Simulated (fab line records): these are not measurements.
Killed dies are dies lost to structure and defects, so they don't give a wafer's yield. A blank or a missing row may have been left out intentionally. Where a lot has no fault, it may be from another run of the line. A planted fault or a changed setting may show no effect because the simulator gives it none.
2 desks, one fault -- flow gf180mcu -- each desk holds nothing but its own numbers, with what lay behind them at the end

FOR THE TOOL OWNER'S DESK: litho-track-04
The tool's own readings at GF_M1_PEB_12 (peb time 90 s): means of the sampled wafers that have a number, for each lot that ran on this tool. A lot is out of limits, marked OUT, if its mean lies more than 4 standard deviations from the usual mean; the brackets give that distance.
Columns: A = heater-power-total-W at GF_M1_PEB_12, usual 85.71 W; B = plate-temp-C at GF_M1_PEB_12, usual 134.99 C
lot,first seen here,A,B
L977,day 17 08:12,85.69,135.07
L978,day 18 00:54,85.74,134.95
L979,day 18 03:01,85.78,134.79
L982,day 19 03:17,85.79,134.98
L985,day 20 11:01,85.68,134.96
L987,day 20 18:49,85.70,134.92
L988,day 21 09:16,86.41 (+8.8) OUT,136.01 (+7.8) OUT
L989,day 21 14:04,86.43 (+9.0) OUT,135.85 (+6.6) OUT
L999,day 24 18:47,85.65,134.91
L100,day 25 01:50,85.75,135.12
This desk's finding: out of limits on L988, L989; first on L988, day 21 09:16 (heater-power-total-W at GF_M1_PEB_12). L977, L978, L979, L982, L985, L987, L999, L100: within limits.

AT THE METROLOGY DESK
Lot by lot, what the gauges showed, no matter which tool ran the lot: averages of those sampled wafers that carry a number. A lot is out of limits, marked OUT, if its mean lies more than 4 standard deviations from the usual mean; the brackets give that distance.
Columns: A = CONTACT_W_RS at GF_CONTACT_RS_MEAS_25, usual 0.385 ohm/sq; B = M1_ALCU_THK at GF_M1_THK_MEAS_06, usual 450 nm; C = cd-nm at GF_M1_CD_MEAS_14, usual 229.7 nm
lot,first seen here,A,B,C
L977,day 16 08:43,0.379,447,229.8
L978,day 17 00:59,0.381,447,228.2
L979,day 17 03:41,0.376,453,228.5
L981,day 17 18:46,0.383,444,230.0
L982,day 18 02:33,0.379,445,229.7
L983,day 18 18:46,0.388,449,230.7
L985,day 19 10:50,0.389,445,229.2
L987,day 19 18:41,0.390,448,231.6
L988,day 20 08:04,0.381,449,226.5
L989,day 20 13:37,0.388,453,226.3
L990,day 21 02:33,0.381,441,228.2
L999,day 23 20:14,0.388,451,230.2
L100,day 24 03:04,0.381,444,230.4
This desk found nothing out of limits on any of the 13 lots.

BROUGHT TOGETHER
The tool owner's desk could have raised an alarm at day 21 09:16, on L988, L989.
From the metrology desk's view, nothing was out of limits.
The metrology desk has L988, L989 on record, within its limits.
Every lot named ran GF_M1_PEB_12 on litho-track-04.

WHAT HAD BEEN PUT IN BY THE SIMULATOR
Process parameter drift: litho-track-04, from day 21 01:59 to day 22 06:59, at GF_M1_PEB_12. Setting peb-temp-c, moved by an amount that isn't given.
Shown lots that were struck: L988, L989.
Each desk's first reading out of limits, in hours after the fault started: the tool owner's desk, 7.
